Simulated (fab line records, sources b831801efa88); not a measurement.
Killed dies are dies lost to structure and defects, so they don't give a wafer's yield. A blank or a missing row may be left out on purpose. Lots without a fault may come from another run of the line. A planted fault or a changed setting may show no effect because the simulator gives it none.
fab line records | flow sky130
record lots=6 wafers=18 last_day=49
route steps=708 shown CONTACT@416 METAL1@434 PAD_OPEN@708
lots that met no fault: from a run of the same line without faults
start_h: hours from the record's first day to the start of the lot's first wafer shown | wait_h: hours since the lot's step before | " the same as in the row above | L1.1+2: a row that stands for several wafers | - no value, or no start given | * or withheld: withheld | < > ~ a bound
route shown NAME@n: a module of which the file shows steps, and the number in the route of the first | usual: mean/standard deviation of fault-free wafers | same: alike in all rows | chamber/n: place in a boat | sites: the reading at each site | _std_site: their standard deviation | _edge_site: outer sites' mean less inner sites' | radius_mm: how far each site lies from the wafer's centre | mask NAME#n: copy n | behind: the tool/chamber that last shaped the wafer | hold: why the lot was held/for how many hours/how that ended | device: the transistor (n, p or np) that didn't switch | end of line: the same wafers' tests at the end of the route | a step without rows: its recipe alone | killed: dies lost to structure and defects at the first sort, not the wafer's yield | map: a wafer's dies, x killed, . not, _ none there
set.NAME: the setting as run; set.NAME@STEP: as run at that earlier step | model.NAME: the simulator's own value behind a step, which no gauge read
lots at some steps of the route; a table a step, a row a wafer
services: from which hour (start_h, from the record's first day; less than 0 if before it) a tool's chamber was out of use, for how many hours, and why
## steps
# step SKY_CONTACT_SOFTBAKE_10
# recipe temp_c=100 time_s=90 resist=KrF-thick
# step SKY_CONTACT_EXPOSE_11
# recipe mask_id=CTM1 na=0.8 source_shape=annular sigma_inner=0.55 sigma_outer=0.85 target_cd_nm=170 dose_mj=38
# step SKY_CONTACT_PEB_12
# recipe peb_temp_c=withheld peb_time_s=withheld resist=KrF-thick
# step SKY_CONTACT_DEVELOP_13
# recipe develop_time_s=60 resist=KrF-thick dev_temp_c=21
# step SKY_CONTACT_CD_MEAS_14
# recipe target_cd_nm=170
# usual cd_nm=170.3/1.5
# columns lot.wafer tool chamber start_h wait_h cd_nm
L694.2 cd_sem-02 - 741.35 - 171.0
L694.5 " - " " 172.7
L694.6 " - " " 172.8
L697.1 cd_sem-01 - 758.83 - 171.0
L697.2 " - " " 170.3
L697.3 " - " " 169.0
L705.1 cd_sem-01 - 823.73 - 169.3
L705.3 " - " " 169.4
L705.5 " - " " 169.0
L706.1 cd_sem-01 - 829.98 - 170.6
L706.3 " - " " 171.3
L706.5 " - " " 171.2
L707.3 cd_sem-01 - 840.12 - 169.0
L707.5 " - " " 167.5
L707.6 " - " " 167.0
L713.2 cd_sem-02 - 880.16 - 168.2
L713.3 " - " " 169.4
L713.5 " - " " 169.4
# step SKY_CONTACT_OVL_MEAS_15
# usual CONTACT_OVL=1/6
# columns lot.wafer tool chamber start_h wait_h CONTACT_OVL[nm]
L694.2 overlay-01 - 741.45 0.1 8
L694.5 " - " " 8
L694.6 " - " " 3
L697.1 overlay-01 - 758.95 0.1 1
L697.2 " - " " -1
L697.3 " - " " -2
L705.1 overlay-02 - 823.85 0.1 -4
L705.3 " - " " -4
L705.5 " - " " -5
L706.1 overlay-02 - 830.10 0.1 2
L706.3 " - " " -1
L706.5 " - " " 3
L707.3 overlay-01 - 840.21 0.1 8
L707.5 " - " " 13
L707.6 " - " " 10
L713.2 overlay-01 - 880.27 0.1 2
L713.3 " - " " -4
L713.5 " - " " 1
# step SKY_CONTACT_ETCH_16
# recipe chemistry=N2/H2 target=BARC ion_energy_ev=200 source_w=500 bias_w=100 pressure_mtorr=30 n2_flow_sccm=100 h2_flow_sccm=200 stop_on=SiO2 time_s=45.9 target_depth_a=600
# step SKY_CONTACT_ETCH_17
# recipe target=SiO2 chemistry=C4F8/O2/Ar stop_on=Si3N4 mask_material=KrF-thick source_w=1500 bias_w=1200 pressure_mtorr=40 c4f8_flow_sccm=withheld O2_flow_sccm=6 Ar_flow_sccm=300 time_s=withheld target_depth_a=3400
# step SKY_CONTACT_ETCH_18
# recipe target=Si3N4 chemistry=CHF3/O2 stop_on=TiN source_w=600 bias_w=200 pressure_mtorr=40 chf3_flow_sccm=50 O2_flow_sccm=5 time_s=39 target_depth_a=750
# usual bias_w=199.9/0.57 drypump_motor_current_A=5.7/0.39 oes_product_au=0.856/0.008 throttle_valve_pct=8.791/0.0082
# columns lot.wafer tool chamber start_h wait_h bias_w drypump_motor_current_A oes_product_au rf_hours_counter_h throttle_valve_pct
L694.2 rie_diel-04 3 - - 200.1 5.3 0.850 2 8.783
L694.5 " 1 " " 199.3 5.4 0.864 - 8.797
L694.6 " 2 " " 201.3 5.0 0.868 - 8.789
L697.1 rie_diel-03 1 - - 200.6 6.0 0.853 32 8.797
L697.2 " 2 " " 200.2 5.9 0.854 4 8.811
L697.3 " 0 " " 199.0 5.2 0.857 19 8.779
L705.1 rie_diel-01 1 - - 199.6 6.1 0.849 11 8.775
L705.3 " 0 " " 199.9 5.5 0.858 1 8.796
L705.5 " 3 " " 200.5 6.1 0.852 - 8.798
L706.1 rie_diel-01 0 - - 200.6 5.5 0.852 1 8.796
L706.3 " 2 " " 199.7 5.4 0.838 12 8.790
L706.5 " 1 " " 200.4 6.1 0.867 - 8.791
L707.3 rie_diel-03 2 - - 200.5 5.8 0.848 7 8.796
L707.5 " 0 " " 199.9 5.3 0.871 - 8.819
L707.6 " 3 " " 199.8 6.4 0.860 - 8.787
L713.2 rie_diel-03 1 - - 200.2 6.0 0.854 2 8.782
L713.3 " 2 " " 200.3 5.8 0.860 8 8.785
L713.5 " 2 " " 199.5 5.8 0.862 - 8.790
# step SKY_CONTACT_STRIP_19
# recipe chemistry=O2/N2 power_w=1400 pressure_mtorr=1500 platen_temp_c=withheld o2_flow_sccm=3000 n2_flow_sccm=300 overash_fraction=0.5
# usual drypump_motor_current_A=5.7/0.3 oes_product_au=0.381/0.005 strip_time_to_endpoint_s=3.63/0.046
# columns lot.wafer tool chamber start_h wait_h drypump_motor_current_A oes_product_au rf_hours_counter_h strip_time_to_endpoint_s
L694.2 plasma_asher-01 1 741.62 - 5.9 0.383 30 3.70
L694.5 " 1 " " 5.9 0.382 - 3.62
L694.6 " 0 " " 6.2 0.379 - 3.68
L697.1 plasma_asher-04 1 759.12 - 5.2 0.389 2 3.73
L697.2 " 0 " " 5.6 0.379 2 3.62
L697.3 " 0 " " 5.6 0.378 - 3.60
L705.1 plasma_asher-03 0 824.02 - 5.5 0.380 63 3.59
L705.3 " 1 " " 5.6 0.379 - 3.55
L705.5 " 0 " " 5.5 0.382 - 3.68
L706.1 plasma_asher-03 1 830.27 - 5.5 0.374 64 3.53
L706.3 " 1 " " 5.6 0.380 - 3.58
L706.5 " 0 " " 5.5 0.376 - 3.60
L707.3 plasma_asher-01 1 840.40 - 5.9 0.385 - 3.59
L707.5 " 1 " " 5.9 0.388 - 3.60
L707.6 " 0 " " 6.3 0.374 - 3.63
L713.2 plasma_asher-03 1 880.43 - 5.6 0.386 69 3.68
L713.3 " 1 " " 5.6 0.373 - 3.61
L713.5 " 0 " " 5.5 0.382 - 3.61
# step SKY_CONTACT_STRIP_20
# recipe chemistry=post_etch_residue_remover time_s=1200 temp_c=72.5
# step SKY_CONTACT_CLEAN_21
# recipe chemistry=IPA time_s=180 temp_c=25
# step SKY_CONTACT_CLEAN_22
# recipe chemistry=O3/DIW dry=n2_spin
# columns lot.wafer tool chamber start_h wait_h
L694.2+5+6 wet_bench-03 1 742.12 0.0
L697.1+2+3 wet_bench-02 3 759.62 0.0
L705.1+3+5 wet_bench-02 1 824.52 0.0
L706.1+3+5 wet_bench-02 1 830.80 0.0
L707.3+5+6 wet_bench-04 1 840.88 0.0
L713.2+3+5 wet_bench-03 0 880.93 0.0
# step SKY_CONTACT_SPUTTER_23
# recipe material=TiN target_thk_nm=20 chamber_pressure_pa=5 power_w=4000 time_s=80
# step SKY_CONTACT_CVD_24
# recipe material=W target_thk_nm=340 time_s=102.12 temp_c=400 pressure_torr=40
# usual heater_power_outer_w=567/62 heater_power_w=913/92
# columns lot.wafer tool chamber start_h wait_h heater_power_outer_w heater_power_w
L694.2 cvd_w-02 1 742.28 0.0 585 898
L694.5 " 0 " " 623 992
L694.6 " 1 " " 582 905
L697.1 cvd_w-01 1 759.77 0.0 448 761
L697.2 " 0 " " 554 927
L697.3 " 0 " " 544 926
L705.1 cvd_w-01 0 824.67 0.0 548 930
L705.3 " 1 " " 453 778
L705.5 " 0 " " 550 931
L706.1 cvd_w-02 0 830.95 0.0 623 1012
L706.3 " 1 " " 583 895
L706.5 " 1 " " 600 874
L707.3 cvd_w-01 0 841.07 0.1 548 939
L707.5 " 1 " " 472 738
L707.6 " 0 " " 551 928
L713.2 cvd_w-01 1 881.17 0.0 461 774
L713.3 " 0 " " 562 929
L713.5 " 1 " " 445 775
# step SKY_CONTACT_RS_MEAS_25
# recipe thk_meas_gauge=four-point-probe reads=W_of_CONTACT_CVD_24+TiN_of_CONTACT_SPUTTER_23
# usual CONTACT_W_RS=0.335/0.0057
# columns lot.wafer tool chamber start_h wait_h CONTACT_W_RS[ohm/sq]
L694.2 film_metro-03 - 742.41 0.1 0.332
L694.5 " - " " 0.333
L694.6 " - " " 0.334
L697.1 film_metro-03 - 759.88 0.1 0.341
L697.2 " - " " 0.340
L697.3 " - " " 0.344
L705.1 film_metro-03 - 824.91 0.2 0.336
L705.3 " - " " 0.323
L705.5 " - " " 0.337
L706.1 film_metro-01 - 831.06 0.1 0.337
L706.3 " - " " 0.337
L706.5 " - " " 0.338
L707.3 film_metro-03 - 841.18 0.1 0.334
L707.5 " - " " 0.320
L707.6 " - " " 0.337
L713.2 film_metro-01 - 881.30 0.1 0.322
L713.3 " - " " 0.339
L713.5 " - " " 0.321
# step SKY_CONTACT_THK_MEAS_26
# recipe thk_meas_gauge=xrf reads=W_of_CONTACT_CVD_24
# usual CONTACT_W_THK=347/5.9
# columns lot.wafer tool chamber start_h wait_h CONTACT_W_THK[nm]
L694.2 film_metro-03 - 742.52 0.1 353
L694.5 " - " " 351
L694.6 " - " " 347
L697.1 film_metro-03 - 760.00 0.1 337
L697.2 " - " " 338
L697.3 " - " " 335
L705.1 film_metro-03 - 825.03 0.1 348
L705.3 " - " " 359
L705.5 " - " " 341
L706.1 film_metro-01 - 831.18 0.1 350
L706.3 " - " " 346
L706.5 " - " " 348
L707.3 film_metro-03 - 841.28 0.1 350
L707.5 " - " " 365
L707.6 " - " " 350
L713.2 film_metro-01 - 881.41 0.1 356
L713.3 " - " " 338
L713.5 " - " " 358
# step SKY_CONTACT_CMP_27
# recipe stop_on=SiO2 t_overpolish_s=15 down_force_psi=3.5 platen_rpm=60 target_thk_nm=0 pad_velocity_m_s=0.94248
# usual motor_current_A=10.4/0.75 overpolish_run_s=15.001/0.0093 time_to_endpoint_s=80/6
# same t_overpolish_s=15
# columns lot.wafer tool chamber start_h wait_h motor_current_A overpolish_run_s time_to_endpoint_s
L694.2 cmp-01 2 742.72 0.2 9.5 14.999 73
L694.5 " 3 " " 9.7 15.034 78
L694.6 " 0 " " 11.1 15.007 75
L697.2 cmp-01 2 760.06 0.0 9.5 15.008 67
L697.1 " 3 " " 10.5 15.009 72
L697.3 " 0 " " 11.3 14.999 69
L705.1 cmp-02 1 825.09 0.1 11.1 14.987 92
L705.3 " 2 " " 9.5 15.003 87
L705.5 " 1 " " 10.5 14.991 87
L706.1 cmp-01 1 831.29 0.1 10.7 14.991 83
L706.3 " 3 " " 10.8 15.000 79
L706.5 " 1 " " 11.1 15.014 83
L707.3 cmp-02 1 841.32 0.0 10.2 15.004 91
L707.6 " 1 " " 11.3 14.994 89
L707.5 " 2 " " 9.3 15.011 88
L713.3 cmp-01 0 881.51 0.1 10.9 15.004 79
L713.2 " 2 " " 9.2 14.996 77
L713.5 " 0 " " 10.2 14.999 83
# step SKY_METAL1_SPUTTER_00
# recipe material=Ti target_thk_nm=15 power_w=3000 time_s=10 chamber_pressure_pa=0.4
# step SKY_METAL1_SPUTTER_01
# recipe material=TiN target_thk_nm=20 power_w=6500 time_s=16.7 chamber_pressure_pa=0.3806
# usual throttle_valve_pct=30.1/1.2
# columns lot.wafer tool chamber start_h wait_h throttle_valve_pct
L694.2 pvd_sputter-04 - 742.89 0.0 31.2
L694.5 " - " " 28.7
L694.6 " - " " 31.3
L697.1 pvd_sputter-04 - 760.38 0.0 29.0
L697.2 " - " " 31.1
L697.3 " - " " 29.0
L705.1 pvd_sputter-04 - 825.42 0.0 28.5
L705.3 " - " " 30.8
L705.5 " - " " 29.0
L706.1 pvd_sputter-02 - 831.57 0.0 28.8
L706.3 " - " " 31.1
L706.5 " - " " 29.4
L707.3 pvd_sputter-03 - 841.64 0.0 30.0
L707.5 " - " " 31.3
L707.6 " - " " 30.1
L713.2 pvd_sputter-04 - 881.79 0.0 31.1
L713.3 " - " " 28.9
L713.5 " - " " 28.6
# step SKY_METAL1_SPUTTER_02
# recipe material=AlCu target_thk_nm=250 power_w=10600 time_s=13.3 chamber_pressure_pa=0.4
# step SKY_METAL1_SPUTTER_03
# recipe material=Ti target_thk_nm=5 power_w=3000 time_s=3.3 chamber_pressure_pa=0.4
# step SKY_METAL1_SPUTTER_04
# recipe material=TiN target_thk_nm=70 power_w=6500 time_s=58.3 chamber_pressure_pa=0.4
# step SKY_METAL1_RS_MEAS_05
# recipe thk_meas_gauge=four-point-probe reads=TiN_of_METAL1_SPUTTER_04+Ti_of_METAL1_SPUTTER_03+AlCu_of_METAL1_SPUTTER_02+TiN_of_METAL1_SPUTTER_01+Ti_of_METAL1_SPUTTER_00
# usual METAL1_ALCU_RS=0.1264/0.0014
# columns lot.wafer tool chamber start_h wait_h METAL1_ALCU_RS[ohm/sq]
L694.2 film_metro-01 - 743.03 0.0 0.1284
L694.5 " - " " 0.1294
L694.6 " - " " 0.1285
L697.1 film_metro-03 - 760.50 0.0 0.1255
L697.2 " - " " 0.1271
L697.3 " - " " 0.1275
L705.1 film_metro-03 - 825.53 0.0 0.1263
L705.3 " - " " 0.1269
L705.5 " - " " 0.1254
L706.1 film_metro-02 - 831.68 0.0 0.1251
L706.3 " - " " 0.1256
L706.5 " - " " 0.1281
L707.3 film_metro-02 - 841.83 0.1 0.1267
L707.5 " - " " 0.1251
L707.6 " - " " 0.1268
L713.2 film_metro-02 - 881.92 0.0 0.1268
L713.3 " - " " 0.1256
L713.5 " - " " 0.1256
# step SKY_METAL1_THK_MEAS_06
# recipe thk_meas_gauge=xrf reads=AlCu_of_METAL1_SPUTTER_02
# usual METAL1_ALCU_THK=252.0/2.8
# columns lot.wafer tool chamber start_h wait_h METAL1_ALCU_THK[nm]
L694.2 film_metro-01 - 743.14 0.1 246.8
L694.5 " - " " 245.8
L694.6 " - " " 246.8
L697.1 film_metro-03 - 760.62 0.1 253.8
L697.2 " - " " 252.9
L697.3 " - " " 250.4
L705.1 film_metro-03 - 825.65 0.1 253.2
L705.3 " - " " 250.6
L705.5 " - " " 255.3
L706.1 film_metro-02 - 831.80 0.1 254.5
L706.3 " - " " 253.7
L706.5 " - " " 250.1
L707.3 film_metro-02 - 841.93 0.1 249.9
L707.5 " - " " 253.7
L707.6 " - " " 251.4
L713.2 film_metro-02 - 882.03 0.1 251.5
L713.3 " - " " 252.9
L713.5 " - " " 253.9
# step SKY_METAL1_DEHYDRATE_07
# recipe temp_c=200 time_s=60
# step SKY_METAL1_HMDS_08
# recipe prime_time_s=60 prime_temp_c=120
# step SKY_METAL1_COAT_09
# recipe resist=BARC temp_c=withheld time_s=withheld spin_rpm=3000 resist_thk_nm=60
# step SKY_METAL1_COAT_10
# recipe resist=KrF-thick spin_rpm=3000 resist_thk_nm=450
# step SKY_METAL1_SOFTBAKE_11
# recipe temp_c=100 time_s=90 resist=KrF-thick
# step SKY_METAL1_EXPOSE_12
# recipe mask_id=MM1 na=0.8 source_shape=annular sigma_inner=0.55 sigma_outer=0.85 target_cd_nm=140 dose_mj=28
# step SKY_METAL1_PEB_13
# recipe peb_temp_c=withheld peb_time_s=withheld resist=KrF-thick
# step SKY_METAL1_DEVELOP_14
# recipe develop_time_s=60 resist=KrF-thick dev_temp_c=21.38
# step SKY_METAL1_CD_MEAS_15
# recipe target_cd_nm=140
# usual cd_nm=139.9/1.4
# columns lot.wafer tool chamber start_h wait_h cd_nm
L694.2 cd_sem-02 - 770.62 - 141.8
L694.5 " - " " 141.3
L694.6 " - " " 140.5
L697.1 cd_sem-02 - 787.50 - 140.0
L697.2 " - " " 140.8
L697.3 " - " " 140.1
L705.1 cd_sem-01 - 851.69 - 141.5
L705.3 " - " " 139.7
L705.5 " - " " 140.4
L706.1 cd_sem-01 - 858.44 - 139.6
L706.3 " - " " 140.4
L706.5 " - " " 141.6
L707.3 cd_sem-01 - 868.09 - 137.4
L707.5 " - " " 138.4
L707.6 " - " " 138.7
L713.2 cd_sem-02 - 906.92 - 140.7
L713.3 " - " " 139.6
L713.5 " - " " 140.3
# step SKY_METAL1_OVL_MEAS_16
# usual METAL1_OVL=-1/4.5
# columns lot.wafer tool chamber start_h wait_h METAL1_OVL[nm]
L694.2 overlay-02 - 770.73 0.1 4
L694.5 " - " " -6
L694.6 " - " " 0
L697.1 overlay-01 - 787.62 0.1 -5
L697.2 " - " " -3
L697.3 " - " " -8
L705.1 overlay-02 - 851.81 0.1 4
L705.3 " - " " 3
L705.5 " - " " -6
L706.1 overlay-01 - 858.56 0.1 6
L706.3 " - " " -2
L706.5 " - " " 4
L707.3 overlay-01 - 868.19 0.1 -1
L707.5 " - " " -1
L707.6 " - " " -6
L713.2 overlay-02 - 907.03 0.1 -2
L713.3 " - " " 4
L713.5 " - " " -1
# step SKY_METAL1_DESCUM_17
# recipe chemistry=O2 source_power_w=150 bias_power_w=0 pressure_mtorr=10 temp_c=40 time_s=8
# step SKY_METAL1_ETCH_18
# recipe chemistry=N2/H2 target=BARC ion_energy_ev=200 bias_w=100 pressure_mtorr=30 n2_flow_sccm=100 h2_flow_sccm=200 icp_w=500 stop_on=SiO2 time_s=45.9 target_depth_a=600
# step SKY_METAL1_METAL_ETCH_19
# recipe target_depth_a=3600 stop_on=SiO2 over_etch_frac=0.3 time_s=78 chemistry=Cl2/BCl3 resist_sidewall_deg=88 pressure_mtorr=10 icp_w=900 bias_w=48.5 Cl2_flow_sccm=60 bcl3_flow_sccm=30
# step SKY_METAL1_STRIP_20
# recipe chemistry=O2/N2 power_w=1400 pressure_mtorr=1500 platen_temp_c=withheld o2_flow_sccm=3000 n2_flow_sccm=300 overash_fraction=0.5
# step SKY_METAL1_STRIP_21
# recipe chemistry=post_etch_residue_remover time_s=1200 temp_c=72.5
# step SKY_METAL1_CLEAN_22
# recipe chemistry=IPA time_s=180 temp_c=25
# step SKY_METAL1_CLEAN_23
# recipe chemistry=O3/DIW dry=n2_spin
# step SKY_PAD_OPEN_PROBE_99
# usual killed_at_M0_to_M3=43/6.6 killed_at_M4_up=2.9/1.8 killed_at_contacts=25/5.3 killed_at_front_end=15/4.1 killed_at_other=0.3/0.6 killed_dies=86/8.8 killed_open=47/6.7 killed_short=39/6.2
# same gross_dies=492 killed_at_back_side=0
# columns lot.wafer tool chamber start_h wait_h killed_at_M0_to_M3 killed_at_M4_up killed_at_contacts killed_at_front_end killed_at_other killed_dies killed_open killed_short
L694.2 prober-01 - 1080.33 0.1 43 4 23 17 1 88 51 37
L694.5 prober-01 - 1080.48 0.2 35 3 25 13 0 76 47 29
L694.6 prober-01 - 1080.53 0.2 43 3 24 12 0 82 47 35
L705.1 prober-01 - 1141.66 0.1 35 1 80 16 2 134 44 37
L705.3 prober-01 - 1141.76 0.2 39 1 91 20 0 151 54 38
L705.5 prober-01 - 1141.86 0.2 55 5 69 14 1 144 57 37
L706.1 prober-02 - 1146.62 0.1 50 4 74 14 0 142 56 34
L706.3 prober-02 - 1146.72 0.2 45 2 83 12 0 142 39 43
L706.5 prober-02 - 1146.82 0.2 41 0 77 13 1 132 51 31
L707.3 prober-01 - 1154.56 0.2 50 6 18 15 0 89 50 39
L707.5 prober-01 - 1154.66 0.2 43 3 25 19 0 90 49 39
L707.6 prober-01 - 1154.71 0.2 37 3 24 23 0 87 48 39
L713.2 prober-01 - 1180.13 0.1 48 4 25 15 0 92 48 43
L713.3 prober-01 - 1180.18 0.2 41 3 27 13 1 85 45 39
L713.5 prober-01 - 1180.28 0.2 45 2 28 22 1 98 51 47
# killed by level:class
L694.2 VIA2:geometric_particle:open=10 VIA1:geometric_particle:open=9 POLY_GATE:geometric_particle:open=8 LI_CONTACT:geometric_particle:open=8 METAL2:geometric_particle:short=8 CONTACT:geometric_particle:open=7 METAL3:geometric_particle:short=5 POLY_GATE:geometric_particle:short=3
L694.5 LI_CONTACT:geometric_particle:open=10 CONTACT:geometric_particle:open=10 VIA2:geometric_particle:open=8 VIA2:geometric_particle:short=6 FIELD_ISO:geometric_particle:open=4 METAL2:geometric_particle:short=4 METAL3:geometric_particle:short=4 FIELD_ISO:geometric_particle:short=3
L694.6 VIA1:geometric_particle:open=10 LI_CONTACT:geometric_particle:open=8 METAL1:geometric_particle:short=7 VIA2:geometric_particle:open=6 CONTACT:geometric_particle:open=6 VIA1:geometric_particle:short=5 METAL2:geometric_particle:short=5 FIELD_ISO:geometric_particle:open=4
L705.1 CONTACT:unspecified=51 VIA1:geometric_particle:open=11 CONTACT:geometric_particle:open=10 CONTACT:geometric_particle:short=8 METAL2:geometric_particle:short=7 FIELD_ISO:geometric_particle:open=5 LOCAL_INTERCONNECT:geometric_particle:short=5 LI_CONTACT:geometric_particle:open=4
L705.3 CONTACT:unspecified=58 CONTACT:geometric_particle:open=15 FIELD_ISO:geometric_particle:open=10 VIA1:geometric_particle:open=9 LOCAL_INTERCONNECT:geometric_particle:short=7 VIA3:geometric_particle:open=6 LI_CONTACT:geometric_particle:open=5 VIA2:geometric_particle:open=5
L705.5 CONTACT:unspecified=49 VIA1:geometric_particle:open=20 VIA3:geometric_particle:open=10 CONTACT:geometric_particle:open=8 CONTACT:geometric_particle:short=6 VIA2:geometric_particle:open=5 FIELD_ISO:geometric_particle:short=4 METAL1:geometric_particle:short=4
L706.1 CONTACT:unspecified=52 VIA1:geometric_particle:open=15 CONTACT:geometric_particle:open=11 METAL2:geometric_particle:short=8 VIA2:geometric_particle:open=8 POLY_GATE:geometric_particle:open=5 METAL1:geometric_particle:short=4 VIA2:geometric_particle:short=4
L706.3 CONTACT:unspecified=60 METAL2:geometric_particle:short=10 VIA1:geometric_particle:open=9 VIA2:geometric_particle:open=8 LI_CONTACT:geometric_particle:open=7 CONTACT:geometric_particle:short=7 POLY_GATE:geometric_particle:open=5 POLY_GATE:geometric_particle:short=5
L706.5 CONTACT:unspecified=50 VIA1:geometric_particle:open=12 VIA3:geometric_particle:open=8 CONTACT:geometric_particle:open=7 VIA2:geometric_particle:open=5 CONTACT:geometric_particle:short=5 LI_CONTACT:geometric_particle:open=5 FIELD_ISO:geometric_particle:open=4
L707.3 VIA2:geometric_particle:open=9 METAL2:geometric_particle:short=7 VIA3:geometric_particle:short=7 FIELD_ISO:geometric_particle:open=6 CONTACT:geometric_particle:open=6 LI_CONTACT:geometric_particle:open=6 METAL1:geometric_particle:short=6 VIA1:geometric_particle:open=5
L707.5 VIA1:geometric_particle:open=10 VIA2:geometric_particle:open=10 CONTACT:geometric_particle:open=9 FIELD_ISO:geometric_particle:open=7 METAL2:geometric_particle:short=6 METAL3:geometric_particle:short=6 FIELD_ISO:geometric_particle:short=5 LI_CONTACT:geometric_particle:open=5
L707.6 CONTACT:geometric_particle:open=11 VIA1:geometric_particle:open=9 FIELD_ISO:geometric_particle:short=7 POLY_GATE:geometric_particle:short=6 METAL2:geometric_particle:short=6 VIA2:geometric_particle:open=5 LI_CONTACT:geometric_particle:open=4 CONTACT:geometric_particle:short=4
L713.2 VIA1:geometric_particle:open=13 LI_CONTACT:geometric_particle:open=10 METAL1:geometric_particle:short=9 METAL2:geometric_particle:short=6 CONTACT:geometric_particle:open=6 VIA3:geometric_particle:open=6 FIELD_ISO:geometric_particle:open=5 POLY_GATE:geometric_particle:open=4
L713.3 LI_CONTACT:geometric_particle:open=9 VIA1:geometric_particle:open=9 VIA1:geometric_particle:short=7 CONTACT:geometric_particle:open=7 VIA3:geometric_particle:open=5 POLY_GATE:geometric_particle:open=4 LOCAL_INTERCONNECT:geometric_particle:short=4 CONTACT:geometric_particle:short=4
L713.5 CONTACT:geometric_particle:open=13 VIA1:geometric_particle:open=8 METAL2:geometric_particle:short=7 FIELD_ISO:geometric_particle:open=6 VIA3:geometric_particle:open=6 METAL1:geometric_particle:short=6 FIELD_ISO:geometric_particle:short=5 VIA2:geometric_particle:open=5
# map L705.3 (x killed, . not)
__________........x._________
________x.....xx...x.._______
______...........x...x.._____
_____.x...x...xx.xxx.....____
____....xxx.x..xxx.xxx....___
___.xx.xx.x..xxxxxxxxxx.x..__
__....x..x....xxxxxxxxxx..x._
_.............xxxxxxxxxx....x
_.x...x.xx...xxxxxxxxxxxx....
_x...x.x........xxxxxxxx...x.
_...........xxxx.xxx......x..
_x....xx.........x...xx.....x
_.........x.........x........
_...........x.....x.....xxx..
_.xxx..x.....................
__.........x..x.x....x....xx_
___..x......x.x.x......xx..__
____.x..x...x...x.....xx..___
_____.x...x..x.x.....x..x____
______..x.xx............_____
________.x...xx.x....._______
__________..x.....x._________
# map L706.1 (x killed, . not)
__________.........._________
________..x.....x.x..._______
______....x..........x.x_____
_____............x.xx...x____
____.....x....xxxxxx.xx...___
___.x..x...x...xxxxxxxxx...__
__.xx..x..x..xxxxxxxxxxx...._
_xx...xx......xxxxxxxxxx...x.
_.x...xxx..x.x.xxxxxxxx......
_........x.xx.xxxxxx.x.......
_.....xx.......x.xx.x.x.x....
_.......x......x.......x..x..
_.x..........x..x....xx......
_x.......x........x..x.......
_..x....x..x.x.............x.
__....x..xxx...x.....x.....x_
___.......x.x.xx.....x..x..__
____x.........x.x.x.x.....___
_____..x..x.xx.xx........____
______..x.xx....x......._____
________.x.....x.x...._______
__________.........._________
## services
# columns tool chamber start_h hours kind
rie_diel-01 0 721.76 9.7 repair
cmp-01 - 722.84 5.5 pm
rie_diel-01 3 724.90 10.0 repair
cmp-02 - 728.62 5.1 repair
plasma_asher-04 - 733.75 9.0 pm
rie_diel-03 - 733.75 0.5 repair
cmp-02 - 744.00 4.0 pm
rie_diel-01 2 747.04 12.2 repair
plasma_asher-03 - 751.83 6.1 repair
cmp-02 - 754.48 8.9 pm
rie_diel-01 - 757.43 2.8 pm
rie_diel-03 0 762.47 4.5 repair
cmp-02 - 764.97 1.2 repair
rie_diel-01 0 767.53 12.5 repair
pvd_sputter-04 - 774.40 3.2 repair
cvd_w-02 - 782.85 0.9 repair
rie_diel-01 1 788.17 4.1 repair
cmp-01 - 801.83 9.2 pm
rie_diel-03 - 814.75 2.0 repair
cvd_w-01 - 821.57 0.5 repair
cvd_w-02 - 839.45 1.7 repair
cmp-01 - 854.20 1.3 repair
rie_diel-03 0 872.27 21.1 repair
rie_diel-01 3 880.35 2.7 repair
## key
first_sign step=SKY_PAD_OPEN_PROBE_99 reading=killed_at_contacts direction=up sigmas=10 usual=25 struck=79
effect step=SKY_PAD_OPEN_PROBE_99 reading=killed_dies direction=up sigmas=6.3 usual=86 struck=141
met_at SKY_CONTACT_CLEAN_22
struck_wafers L705.1,L705.3,L705.5,L706.1,L706.3,L706.5
tester_left_out L705,L706
onset_between 759.62 824.52
also_fits SKY_CONTACT_ETCH_18:rie_diel-01
fault kind=chamber_particle_source tool=wet_bench-02 chamber=- onset_h=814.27 steps=SKY_CONTACT_CLEAN_22 rate_per_visit_cm2=0.92766 end_h=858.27
# tester_left_out: of these lots the tester's yield and bins aren't shown, on N5 and GAA mostly nor the transistor test; their killed dies are dies lost to structure and defects alone, not to doping, threshold or leakage, so they don't give the yield
